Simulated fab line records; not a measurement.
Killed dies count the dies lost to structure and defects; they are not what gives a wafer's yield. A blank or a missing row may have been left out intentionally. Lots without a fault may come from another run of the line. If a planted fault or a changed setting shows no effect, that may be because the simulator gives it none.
Problem report, 8D (eight disciplines) form, completed by code | flow sky130 | the parts of the form that need people (team, actions taken, sign-off) are left out

## 1. THE PROBLEM
Mean of chamber-pressure-pa at SKY_METAL2_SPUTTER_03: 0.4632 Pa across 6 wafers in 2 lots; on wafers with no fault it is 0.3999 Pa (standard deviation 0.00075). That is +84 standard deviations from the usual mean.
The step: material Ti, target thk 5 nm, time 3.3 s.
First observed at day 38 10:14: wafer L260.1, on pvd-sputter-02. At this step, 36 wafers from 12 lots have a number in the record. The rule behind "out" and "out of limits": a value lying over 4 standard deviations away from the usual mean. The other wafers with a number count as sound.

## 2. WHAT IT IS AND WHAT IT IS NOT
question                    | is                     | is not
which readings at this step | chamber-pressure-pa    | cathode-dc-power-W
which lots                  | L259, L260             | L248, L249, L250, L255, L261, L262, L264, L266, L268, L271
which wafers of those lots  | all that have a number | -
read on which tools         | pvd-sputter-02         | pvd-sputter-01, pvd-sputter-04
when                        | from day 38 10:14      | up to then (12 sound wafers); but 18 sound wafers of L261, L262, L264, L266, L268, L271 came after

## 3. WHAT RULES OUT EACH SUSPECT
Counting: any tool at a process step up to the reading is kept as a suspect provided that every lot that is out went through it and no sound lot did after the first of them.
- pvd-sputter-02 at SKY_METAL2_SPUTTER_03 (material Ti, target thk 5 nm, time 3.3 s): kept. Every lot that is out went through it, starting with L260 (day 38 10:14), and after that it ran no sound lot; the last sound lot it ran before then is L249 (day 34 06:41). Its own readings are out on those wafers: chamber-pressure-pa.
The count leaves pvd-sputter-02 at SKY_METAL2_SPUTTER_03.

## 4. THE CAUSE (what the simulator had put in)
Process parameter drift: pvd-sputter-02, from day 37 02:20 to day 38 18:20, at SKY_METAL2_SPUTTER_03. A move of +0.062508 in setting chamber-pressure-pa, from 0.4. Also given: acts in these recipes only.
After counting, this tool was the only one left.

## 5. THE EFFECT CHAIN, in route order
Each row: a reading whose mean over the struck wafers that have a number lies more than 3 standard deviations from the usual. Scope: only readings with a usual standard deviation given in the record; hours: median across lots of the time from each lot's start at the first step in this table that gives one to its start at this step; sigmas: change in usual standard deviations.
hours | step                  | reading             | usual     | on struck wafers | change  | sigmas
0     | SKY_METAL2_SPUTTER_03 | chamber-pressure-pa | 0.3999 Pa | 0.4632           | +0.0633 | +84
Process steps it contains:
- SKY_METAL2_SPUTTER_03: material Ti, target thk 5 nm, time 3.3 s.

## 6. HOW IT WOULD HAVE BEEN CAUGHT EARLIER
32 hours passed between the start of the fault at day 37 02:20 and the first reading out of limits in this record, taken at day 38 10:14.
